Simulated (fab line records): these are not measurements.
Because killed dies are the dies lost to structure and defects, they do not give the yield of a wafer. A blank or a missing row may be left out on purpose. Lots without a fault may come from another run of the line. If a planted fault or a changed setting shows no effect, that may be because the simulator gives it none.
Which of the tools did it?    flow sfq-line    Sampling: 15 lots, 45 wafers, 4 of 325 route steps

## WHAT THE GAUGES SHOWED, per wafer
The record holds no reading of a measuring or inspecting step that can be judged against a usual standard deviation.

## WHAT TOOL EACH LOT RAN ON (gives the tool, then ch and the chambers of the sampled wafers, and finally the start)
lot   SFQ_TRILAYER_M6_BARC_OPEN_METAL_ETCH_206  SFQ_TRILAYER_M6_ETCH_METAL_ETCH_162  SFQ_TRILAYER_I6_VIA_LITHO_EXPOSE_170  SFQ_TRILAYER_I6_VIA_ETCH_VIA_ETCH_172
L660  rie-metal-03 ch 0,1, day 72 04:46         rie-metal-03 ch 0,1, day 72 04:49    krf-scanner-01 ch 0, day 72 11:38     rie-diel-03 ch 2,3, day 72 13:01
L661  rie-metal-03 ch 0,1, day 72 08:23         rie-metal-03 ch 0,1, day 72 08:28    krf-scanner-01 ch 0, day 72 14:52     rie-diel-01 ch 0,1,2, day 72 16:03
L664  rie-metal-04 ch 0,1, day 72 17:14         rie-metal-04 ch 0,1, day 72 17:19    krf-scanner-01 ch 0, day 72 23:52     rie-diel-04 ch 0,2,3, day 73 01:03
L665  rie-metal-03 ch 0,1, day 72 18:25         rie-metal-03 ch 0,1, day 72 18:28    krf-scanner-01 ch 0, day 73 00:52     rie-diel-04 ch 1,2,3, day 73 02:15
L666  rie-metal-03 ch 0,1, day 72 23:49         rie-metal-03 ch 0,1, day 72 23:52    krf-scanner-01 ch 0, day 73 06:37     rie-diel-01 ch 1,3, day 73 08:11
L667  rie-metal-03 ch 0,1, day 73 04:37         rie-metal-03 ch 0,1, day 73 04:41    krf-scanner-01 ch 0, day 73 10:56     rie-diel-01 ch 0,1,2, day 73 12:18
L668  rie-metal-01 ch 1, day 73 15:26           rie-metal-01 ch 1, day 73 15:34      krf-scanner-01 ch 0, day 73 22:30     rie-diel-03 ch 0,2, day 73 23:54
L670  rie-metal-04 ch 0,1, day 80 03:00         rie-metal-04 ch 0,1, day 80 03:05    krf-scanner-01 ch 0, day 80 09:29     rie-diel-01 ch 1,2,3, day 80 10:40
L674  rie-metal-04 ch 0,1, day 81 04:01         rie-metal-04 ch 0,1, day 81 04:04    krf-scanner-02, day 85 14:20          rie-diel-04 ch 0,2,3, day 85 15:43
L675  rie-metal-03 ch 0, day 81 08:49           rie-metal-03 ch 0, day 81 08:52      krf-scanner-02, day 85 17:56          rie-diel-03 ch 1,3, day 85 19:19
L676  rie-metal-03 ch 0,1, day 81 12:25         rie-metal-03 ch 0,1, day 81 12:28    krf-scanner-02, day 85 20:08          rie-diel-01 ch 1,2, day 85 21:43
L677  rie-metal-01 ch 0,1, day 81 14:49         rie-metal-01 ch 0,1, day 81 14:52    krf-scanner-02 ch 0, day 85 21:20     rie-diel-03 ch 0,1,3, day 85 22:55
L680  rie-metal-01 ch 0,1, day 81 18:25         rie-metal-01 ch 0,1, day 81 18:28    krf-scanner-02 ch 0, day 86 02:08     rie-diel-04 ch 0,1,3, day 86 03:43
L681  rie-metal-04 ch 0,1, day 81 20:49         rie-metal-04 ch 0,1, day 81 20:52    krf-scanner-01 ch 0, day 86 04:53     rie-diel-01 ch 1,2,3, day 86 06:28
L683  rie-metal-04 ch 0,1, day 82 05:13         rie-metal-04 ch 0,1, day 82 05:16    krf-scanner-02 ch 0, day 86 09:35     rie-diel-01 ch 0,1,3, day 86 11:10
- SFQ_TRILAYER_M6_BARC_OPEN_METAL_ETCH_206: etches BARC in O2, target depth 125 nm, time 41.7 s.
- SFQ_TRILAYER_M6_ETCH_METAL_ETCH_162: etches Nb in Cl2/Ar, stops on SiO2, target depth 240 nm, time 120 s.
- SFQ_TRILAYER_I6_VIA_LITHO_EXPOSE_170: exposes mask I6, target cd 700 nm.
- SFQ_TRILAYER_I6_VIA_ETCH_VIA_ETCH_172: etches SiO2 in CHF3, stops on Nb, target depth 260 nm.

## AS READ BY THE TOOLS THEMSELVES (means over the sampled wafers that have a number; for cases with no such wafer, the mark the record gives instead)
SFQ_TRILAYER_M6_BARC_OPEN_METAL_ETCH_206. Usual: bias-w 80.03 W, standard deviation 0.24; chamber-pressure-mTorr 10.001 mTorr, standard deviation 0.0079; drypump-motor-current-A 6.0 A, standard deviation 0.37; oes-product-au 0.685 a.u., standard deviation 0.0042.
lot   tool          bias-w (W)  chamber-pressure-mTorr (mTorr)  drypump-motor-current-A (A)  oes-product-au (a.u.)  flag
L660  rie-metal-03  79.59       10.009                          5.8                          0.685                  
L661  rie-metal-03  79.91       10.005                          5.8                          0.679                  
L664  rie-metal-04  79.85       10.004                          6.3                          0.686                  
L665  rie-metal-03  80.03       10.001                          5.8                          0.684                  
L666  rie-metal-03  79.83       10.009                          5.8                          0.683                  
L667  rie-metal-03  80.24       10.008                          5.8                          0.681                  
L668  rie-metal-01  80.19       10.001                          6.2                          0.682                  
L670  rie-metal-04  80.06       9.998                           5.9                          0.690                  
L674  rie-metal-04  -           -                               -                            -                      OFF
L675  rie-metal-03  -           -                               -                            -                      OFF
L676  rie-metal-03  -           -                               -                            -                      OFF
L677  rie-metal-01  80.04       10.008                          6.4                          0.689                  
L680  rie-metal-01  79.75       10.002                          6.4                          0.685                  
L681  rie-metal-04  80.04       9.996                           6.3                          0.685                  
L683  rie-metal-04  80.25       9.992                           5.9                          0.682                  

SFQ_TRILAYER_M6_ETCH_METAL_ETCH_162. Usual: bias-w 80.05 W, standard deviation 0.26; chamber-pressure-mTorr 9.999 mTorr, standard deviation 0.01; drypump-motor-current-A 6.0 A, standard deviation 0.36; oes-product-au 0.896 a.u., standard deviation 0.0071.
lot   tool          bias-w (W)  chamber-pressure-mTorr (mTorr)  drypump-motor-current-A (A)  oes-product-au (a.u.)  flag
L660  rie-metal-03  79.99       9.992                           5.8                          0.889                  
L661  rie-metal-03  80.21       10.003                          5.8                          0.894                  
L664  rie-metal-04  80.24       9.996                           6.3                          0.900                  
L665  rie-metal-03  80.20       9.990                           5.8                          0.896                  
L666  rie-metal-03  80.38       9.995                           5.8                          0.902                  
L667  rie-metal-03  80.18       9.985                           5.8                          0.903                  
L668  rie-metal-01  79.77       10.000                          6.2                          0.903                  
L670  rie-metal-04  80.04       10.003                          5.9                          0.899                  
L674  rie-metal-04  80.08       9.996                           5.9                          0.372                  OFF
L675  rie-metal-03  80.05       10.000                          5.9                          0.375                  OFF
L676  rie-metal-03  80.13       9.990                           5.8                          0.371                  OFF
L677  rie-metal-01  79.80       9.996                           6.4                          0.899                  
L680  rie-metal-01  80.27       10.002                          6.4                          0.903                  
L681  rie-metal-04  80.12       10.003                          6.3                          0.899                  
L683  rie-metal-04  79.92       10.001                          6.0                          0.897                  

SFQ_TRILAYER_I6_VIA_LITHO_EXPOSE_170. Usual: exposure-dose-mJ-cm2 21.302, standard deviation 0.021; focus-offset-nm 0.0 nm, standard deviation 0.49.
lot   tool            exposure-dose-mJ-cm2  focus-offset-nm (nm)  flag
L660  krf-scanner-01  21.308                0.0                   
L661  krf-scanner-01  21.305                -0.2                  
L664  krf-scanner-01  21.293                0.3                   
L665  krf-scanner-01  21.273                0.1                   
L666  krf-scanner-01  21.322                -0.1                  
L667  krf-scanner-01  21.293                -0.0                  
L668  krf-scanner-01  21.313                -0.6                  
L670  krf-scanner-01  21.299                -0.2                  
L674  krf-scanner-02  -                     -                     OFF
L675  krf-scanner-02  -                     -                     OFF
L676  krf-scanner-02  -                     -                     OFF
L677  krf-scanner-02  21.286                0.4                   
L680  krf-scanner-02  21.294                0.2                   
L681  krf-scanner-01  21.298                -0.5                  
L683  krf-scanner-02  21.305                -0.1                  

SFQ_TRILAYER_I6_VIA_ETCH_VIA_ETCH_172. Usual: bias-w 79.96 W, standard deviation 0.24; chamber-pressure-mTorr 29.998 mTorr, standard deviation 0.026; drypump-motor-current-A 5.6 A, standard deviation 0.37; oes-product-au 0.855 a.u., standard deviation 0.0054.
lot   tool         bias-w (W)  chamber-pressure-mTorr (mTorr)  drypump-motor-current-A (A)  oes-product-au (a.u.)  flag
L660  rie-diel-03  79.61       29.996                          5.4                          0.856                  
L661  rie-diel-01  79.92       29.961                          5.6                          0.850                  
L664  rie-diel-04  79.94       30.018                          5.5                          0.857                  
L665  rie-diel-04  79.84       29.976                          5.6                          0.858                  
L666  rie-diel-01  80.10       30.002                          6.0                          0.856                  
L667  rie-diel-01  79.76       30.018                          5.6                          0.854                  
L668  rie-diel-03  80.09       30.003                          5.8                          0.861                  
L670  rie-diel-01  79.98       30.005                          5.9                          0.858                  
L674  rie-diel-04  80.01       29.973                          5.5                          0.379                  OFF
L675  rie-diel-03  79.92       30.027                          5.3                          0.375                  OFF
L676  rie-diel-01  80.12       29.981                          6.0                          0.376                  OFF
L677  rie-diel-03  80.10       30.004                          5.6                          0.853                  
L680  rie-diel-04  79.98       30.006                          5.3                          0.855                  
L681  rie-diel-01  80.17       29.997                          5.9                          0.853                  
L683  rie-diel-01  80.16       29.999                          5.7                          0.861                  

## THE ANSWER, worked out from the rows above alone
Rule: a lot counts as off when the mean over its wafers that have a number is more than 3 standard deviations away from the usual mean. Also off: a lot with no number at a reading for which 4 or more lots have one. Where the step has rows for the other lots, those lots are counted as sound. The gauges are gone through in route order, then the tools' own readings, and for those a lot's mean is taken as printed above. The first step at which some lot is off is used, and at that step the reading that is off furthest; a lot without a number counts as furthest.
Off: L674, L675, L676, at SFQ_TRILAYER_M6_BARC_OPEN_METAL_ETCH_206 (bias-w). Without a number there: L674, L675, L676.
A tool fits if, at that step or a process step before it, it ran every lot that is off, and no sound lot after the first of them. Not one of the candidates tried fits.

## WHAT THE SIMULATOR HAD INSERTED
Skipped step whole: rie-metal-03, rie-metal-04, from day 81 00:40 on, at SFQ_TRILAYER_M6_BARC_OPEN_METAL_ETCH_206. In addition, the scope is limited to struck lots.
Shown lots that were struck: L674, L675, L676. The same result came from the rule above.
